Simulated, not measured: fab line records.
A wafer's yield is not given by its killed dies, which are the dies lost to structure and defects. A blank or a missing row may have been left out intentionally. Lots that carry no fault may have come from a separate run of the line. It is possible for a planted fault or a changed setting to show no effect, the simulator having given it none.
What tool caused it? || flow gf180mcu || 13 lots, 39 wafers sampled, at 4 steps of a route of 602

WHAT THE GAUGES READ, wafer by wafer
GF_PSD_RS_MEAS_14: measurement is done with a four-point probe.
{"lot": "L948", "measured": "day 14 05:49", "on": "film-metro-02", "NSD_RS (ohm/sq)": "46.26 46.16 46.25"}
{"lot": "L949", "measured": "day 15 00:21", "on": "film-metro-02", "NSD_RS (ohm/sq)": "45.98 46.00 46.04"}
{"lot": "L950", "measured": "day 15 07:06", "on": "film-metro-02", "NSD_RS (ohm/sq)": "46.09 46.20 46.08"}
{"lot": "L951", "measured": "day 15 13:08", "on": "film-metro-03", "NSD_RS (ohm/sq)": "45.94 45.87 46.04"}
{"lot": "L952", "measured": "day 16 02:10", "on": "film-metro-03", "NSD_RS (ohm/sq)": "45.95 45.93 45.86"}
{"lot": "L953", "measured": "day 16 14:44", "on": "film-metro-02", "NSD_RS (ohm/sq)": "46.11 46.17 46.01"}
{"lot": "L954", "measured": "day 16 20:44", "on": "film-metro-02", "NSD_RS (ohm/sq)": "46.25 46.30 46.16"}
{"lot": "L955", "measured": "day 16 23:03", "on": "film-metro-04", "NSD_RS (ohm/sq)": "46.17 46.14 46.07"}
{"lot": "L964", "measured": "day 20 03:39", "on": "film-metro-04", "NSD_RS (ohm/sq)": "46.64 46.58 46.73"}
{"lot": "L965", "measured": "day 20 12:09", "on": "film-metro-04", "NSD_RS (ohm/sq)": "46.56 46.48 46.42"}
{"lot": "L968", "measured": "day 21 11:56", "on": "film-metro-03", "NSD_RS (ohm/sq)": "46.04 45.99 45.99"}
{"lot": "L969", "measured": "day 21 23:59", "on": "film-metro-03", "NSD_RS (ohm/sq)": "46.05 46.07 46.03"}
{"lot": "L971", "measured": "day 22 12:52", "on": "film-metro-03", "NSD_RS (ohm/sq)": "46.16 45.96 45.99"}

GF_CONTACT_THK_MEAS_26: measures by xrf.
{"lot": "L948", "measured": "day 16 03:17", "on": "film-metro-03", "CONTACT_W_THK (nm)": "309 308 310"}
{"lot": "L949", "measured": "day 17 00:01", "on": "film-metro-03", "CONTACT_W_THK (nm)": "310 311 309"}
{"lot": "L950", "measured": "day 17 05:47", "on": "film-metro-04", "CONTACT_W_THK (nm)": "305 301 300"}
{"lot": "L951", "measured": "day 17 12:55", "on": "film-metro-03", "CONTACT_W_THK (nm)": "311 310 308"}
{"lot": "L952", "measured": "day 18 02:25", "on": "film-metro-03", "CONTACT_W_THK (nm)": "308 305 304"}
{"lot": "L953", "measured": "day 18 16:41", "on": "film-metro-04", "CONTACT_W_THK (nm)": "299 296 301"}
{"lot": "L954", "measured": "day 19 00:23", "on": "film-metro-03", "CONTACT_W_THK (nm)": "308 295 296"}
{"lot": "L955", "measured": "day 19 01:20", "on": "film-metro-04", "CONTACT_W_THK (nm)": "294 305 294"}
{"lot": "L964", "measured": "day 22 06:26", "on": "film-metro-01", "CONTACT_W_THK (nm)": "302 305 304"}
{"lot": "L965", "measured": "day 22 14:49", "on": "film-metro-03", "CONTACT_W_THK (nm)": "303 301 303"}
{"lot": "L968", "measured": "day 23 13:54", "on": "film-metro-04", "CONTACT_W_THK (nm)": "310 306 311"}
{"lot": "L969", "measured": "day 24 01:32", "on": "film-metro-03", "CONTACT_W_THK (nm)": "302 303 304"}
{"lot": "L971", "measured": "day 24 13:04", "on": "film-metro-04", "CONTACT_W_THK (nm)": "307 304 301"}

WHAT TOOL EACH LOT RAN ON (gives the tool, then ch and the chambers of the sampled wafers, and finally the start)
{"lot": "L948", "GF_NSD_IMPLANT_10": "implanter-03 ch 0, day 13 08:59", "GF_CONTACT_CMP_04": "cmp-02 ch 0,1,3, day 15 03:55"}
{"lot": "L949", "GF_NSD_IMPLANT_10": "implanter-02 ch 0, day 14 01:59", "GF_CONTACT_CMP_04": "cmp-02 ch 0,1, day 15 23:48"}
{"lot": "L950", "GF_NSD_IMPLANT_10": "implanter-03 ch 0, day 14 08:36", "GF_CONTACT_CMP_04": "cmp-01 ch 2,3, day 16 06:15"}
{"lot": "L951", "GF_NSD_IMPLANT_10": "implanter-03 ch 0, day 14 15:24", "GF_CONTACT_CMP_04": "cmp-01 ch 1,2, day 16 12:54"}
{"lot": "L952", "GF_NSD_IMPLANT_10": "implanter-02 ch 0, day 15 03:35", "GF_CONTACT_CMP_04": "cmp-01 ch 1,2, day 17 01:41"}
{"lot": "L953", "GF_NSD_IMPLANT_10": "implanter-03 ch 0, day 15 15:39", "GF_CONTACT_CMP_04": "cmp-01 ch 0,1,2, day 17 15:38"}
{"lot": "L954", "GF_NSD_IMPLANT_10": "implanter-02 ch 0, day 15 21:36", "GF_CONTACT_CMP_04": "cmp-01 ch 0,1,2, day 17 22:54"}
{"lot": "L955", "GF_NSD_IMPLANT_10": "implanter-04 ch 0, day 15 23:45", "GF_CONTACT_CMP_04": "cmp-01 ch 1,2, day 18 00:03"}
{"lot": "L964", "GF_NSD_IMPLANT_10": "implanter-03 ch 0, day 19 02:15", "GF_CONTACT_CMP_04": "cmp-01 ch 1,2,3, day 21 05:23"}
{"lot": "L965", "GF_NSD_IMPLANT_10": "implanter-03 ch 0, day 19 10:46", "GF_CONTACT_CMP_04": "cmp-02 ch 1,2, day 21 13:53"}
{"lot": "L968", "GF_NSD_IMPLANT_10": "implanter-04 ch 0, day 20 10:34", "GF_CONTACT_CMP_04": "cmp-02 ch 0,1,2, day 22 12:53"}
{"lot": "L969", "GF_NSD_IMPLANT_10": "implanter-02 ch 0, day 20 22:53", "GF_CONTACT_CMP_04": "cmp-01 ch 1,2,3, day 23 00:49"}
{"lot": "L971", "GF_NSD_IMPLANT_10": "implanter-02 ch 0, day 21 12:10", "GF_CONTACT_CMP_04": "cmp-02 ch 0,1,3, day 23 13:50"}
- GF_NSD_IMPLANT_10
- GF_CONTACT_CMP_04: polishes SiO2.

AS READ BY THE TOOLS THEMSELVES (means over the sampled wafers that have a number; for cases with no such wafer, the mark the record gives instead)
GF_NSD_IMPLANT_10.
{"lot": "L948", "tool": "implanter-03", "beam-energy-keV": 40.009, "tilt-deg (degrees)": 7.013}
{"lot": "L949", "tool": "implanter-02", "beam-energy-keV": 40.026, "tilt-deg (degrees)": 7.030}
{"lot": "L950", "tool": "implanter-03", "beam-energy-keV": 40.007, "tilt-deg (degrees)": 6.999}
{"lot": "L951", "tool": "implanter-03", "beam-energy-keV": 39.983, "tilt-deg (degrees)": 7.033}
{"lot": "L952", "tool": "implanter-02", "beam-energy-keV": 40.003, "tilt-deg (degrees)": 6.988}
{"lot": "L953", "tool": "implanter-03", "beam-energy-keV": 40.013, "tilt-deg (degrees)": 7.005}
{"lot": "L954", "tool": "implanter-02", "beam-energy-keV": 40.024, "tilt-deg (degrees)": 7.004}
{"lot": "L955", "tool": "implanter-04", "beam-energy-keV": 40.007, "tilt-deg (degrees)": 7.005}
{"lot": "L964", "tool": "implanter-03", "beam-energy-keV": 38.567, "tilt-deg (degrees)": 7.000}
{"lot": "L965", "tool": "implanter-03", "beam-energy-keV": 38.582, "tilt-deg (degrees)": 7.000}
{"lot": "L968", "tool": "implanter-04", "beam-energy-keV": 40.004, "tilt-deg (degrees)": 7.011}
{"lot": "L969", "tool": "implanter-02", "beam-energy-keV": 39.996, "tilt-deg (degrees)": 7.013}
{"lot": "L971", "tool": "implanter-02", "beam-energy-keV": 40.006, "tilt-deg (degrees)": 6.998}

GF_CONTACT_CMP_04.
{"lot": "L948", "tool": "cmp-02", "head-pressure-psi (psi)": 4.001, "motor-current-A (A)": 12.1, "time-to-endpoint-s (s)": 125}
{"lot": "L949", "tool": "cmp-02", "head-pressure-psi (psi)": 3.994, "motor-current-A (A)": 11.8, "time-to-endpoint-s (s)": 131}
{"lot": "L950", "tool": "cmp-01", "head-pressure-psi (psi)": 4.003, "motor-current-A (A)": 10.6, "time-to-endpoint-s (s)": 119}
{"lot": "L951", "tool": "cmp-01", "head-pressure-psi (psi)": 4.005, "motor-current-A (A)": 11.4, "time-to-endpoint-s (s)": 113}
{"lot": "L952", "tool": "cmp-01", "head-pressure-psi (psi)": 3.995, "motor-current-A (A)": 10.7, "time-to-endpoint-s (s)": 107}
{"lot": "L953", "tool": "cmp-01", "head-pressure-psi (psi)": 4.001, "motor-current-A (A)": 11.7, "time-to-endpoint-s (s)": 113}
{"lot": "L954", "tool": "cmp-01", "head-pressure-psi (psi)": 3.995, "motor-current-A (A)": 11.5, "time-to-endpoint-s (s)": 111}
{"lot": "L955", "tool": "cmp-01", "head-pressure-psi (psi)": 4.006, "motor-current-A (A)": 11.1, "time-to-endpoint-s (s)": 111}
{"lot": "L964", "tool": "cmp-01", "head-pressure-psi (psi)": 3.998, "motor-current-A (A)": 11.2, "time-to-endpoint-s (s)": 106}
{"lot": "L965", "tool": "cmp-02", "head-pressure-psi (psi)": 3.997, "motor-current-A (A)": 12.1, "time-to-endpoint-s (s)": 123}
{"lot": "L968", "tool": "cmp-02", "head-pressure-psi (psi)": 4.006, "motor-current-A (A)": 11.4, "time-to-endpoint-s (s)": 117}
{"lot": "L969", "tool": "cmp-01", "head-pressure-psi (psi)": 4.001, "motor-current-A (A)": 11.2, "time-to-endpoint-s (s)": 102}
{"lot": "L971", "tool": "cmp-02", "head-pressure-psi (psi)": 3.999, "motor-current-A (A)": 11.8, "time-to-endpoint-s (s)": 109}

THE ANSWER, worked out from the rows above alone
Rule: the lots themselves supply what counts as usual. Put in order of their means at a reading, lots are off if they are a third of the lots or fewer, leave a main group of 4 or more, and stand apart from it by a gap of 3 or more times the standard deviation of the main group's means; of several such gaps the widest counts. A main group is skipped when, at the precision printed for the reading in the tables above, its means are all equal. A lot without any number at a reading at which 4 lots or more have one is off too. The other lots that the step has rows for count as sound. First the gauges in route order, then the tools' own readings, where a lot's mean is used as printed above. The first step at which some lot is off is used, and at that step the reading that is off furthest; a lot without a number counts as furthest.
Off, at GF_NSD_IMPLANT_10 on beam-energy-keV: L964, L965. The main group: mean 40.007, standard deviation 0.011.
A tool fits if, at that step or a process step before it, it ran every lot that is off, and no sound lot after the first of them. One fits: GF_NSD_IMPLANT_10 on implanter-03. Its last sound lot is L953 (day 15 15:39), its first lot that is off L964 (day 19 02:15): a fault that began between those two fits.
The tool's own readings at GF_NSD_IMPLANT_10 bear it out: on the lots that are off they differ by more than 5 times the standard deviation of the sound lots' means. beam-energy-keV reads 38.575 there against 40.007 on the sound lots.

WHAT THE SIMULATOR HAD INSERTED
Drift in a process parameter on implanter-03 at GF_NSD_IMPLANT_10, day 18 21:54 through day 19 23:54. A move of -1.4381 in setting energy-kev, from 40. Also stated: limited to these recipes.
Lots struck among those shown: L964, L965. The rule given above showed the same thing.
